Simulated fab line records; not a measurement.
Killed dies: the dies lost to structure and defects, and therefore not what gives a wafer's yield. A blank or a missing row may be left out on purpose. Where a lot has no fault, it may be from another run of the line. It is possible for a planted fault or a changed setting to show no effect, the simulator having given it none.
Which tool did it?	flow gf180mcu	41 wafers sampled from 14 lots at 1 step of a route of 602

WHAT EACH GAUGE READ, for each wafer
The record lacks any reading of a measuring or inspecting step that a usual standard deviation could be used to judge.

EACH LOT AND THE TOOL THAT RAN IT (in order: tool; ch and the chambers of the sampled wafers; start)
lot	GF_MVSD_IMPLANT_09
L335	implanter-01 ch 0, day 4 10:28
L336	implanter-02 ch 0, day 4 16:56
L339	implanter-01 ch 0, day 5 08:59
L341	implanter-01 ch 0, day 5 21:04
L343	implanter-02 ch 0, day 6 11:07
L344	implanter-03 ch 0, day 6 15:52
L345	implanter-03 ch 0, day 6 20:32
L346	implanter-01 ch 0, day 7 02:14
L347	implanter-03 ch 0, day 7 07:35
L350	implanter-01 ch 0, day 8 02:50
L352	implanter-03 ch 0, day 8 12:52
L356	implanter-01 ch 0, day 9 14:48
L357	implanter-01 ch 0, day 10 03:36
L358	implanter-03 ch 0, day 10 04:32
- GF_MVSD_IMPLANT_09

WHAT THE TOOLS THEMSELVES READ (means of the sampled wafers that have a number; where no wafer has one, the mark that the record gives instead)
GF_MVSD_IMPLANT_09. Usual: tiltDeg 0.001 degrees, standard deviation 0.02.
lot	tool	tiltDeg (degrees)	flag
L335	implanter-01	-0.020	
L336	implanter-02	0.015	
L339	implanter-01	0.008	
L341	implanter-01	-0.020	
L343	implanter-02	-0.011	
L344	implanter-03	0.003	
L345	implanter-03	0.002	
L346	implanter-01	0.024	
L347	implanter-03	0.016	
L350	implanter-01	-0.038	
L352	implanter-03	-0.011	
L356	implanter-01	4.496	OFF
L357	implanter-01	4.497	OFF
L358	implanter-03	0.023	

THE ANSWER, worked out from the rows above alone
Rule: lot off if the mean of its wafers having a number is beyond 3 standard deviations from the usual mean. A lot without any number at a reading at which 4 lots or more have one is off too. The other lots that the step has rows for count as sound. Order of review: gauges by route order, followed by the tools' own readings, for which a lot's mean as printed above is used. The first step at which some lot is off is used, and at that step the reading that is off furthest; a lot without a number counts as furthest.
Off: L356, L357, at GF_MVSD_IMPLANT_09 (tiltDeg).
If a tool, at that step or one of the process steps before it, ran each lot that is off and ran no sound lot following the first of them, it fits. One candidate fits, namely implanter-01 at GF_MVSD_IMPLANT_09. A fault onset in the window from L350 (day 8 02:50, its last sound lot) to L356 (day 9 14:48, its first lot off) fits.
The tool's own readings at GF_MVSD_IMPLANT_09 bear it out: on the lots that are off they differ by more than 5 times the standard deviation of the sound lots' means. tiltDeg reads 4.497 degrees there against -0.001 degrees on the sound lots.

WHAT THE SIMULATOR HAD PUT IN
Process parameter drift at GF_MVSD_IMPLANT_09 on implanter-01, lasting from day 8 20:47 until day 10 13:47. A move of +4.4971 in setting tiltDeg, from 0. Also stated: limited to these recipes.
Shown lots that were struck: L356, L357. The rule above reached the same finding.
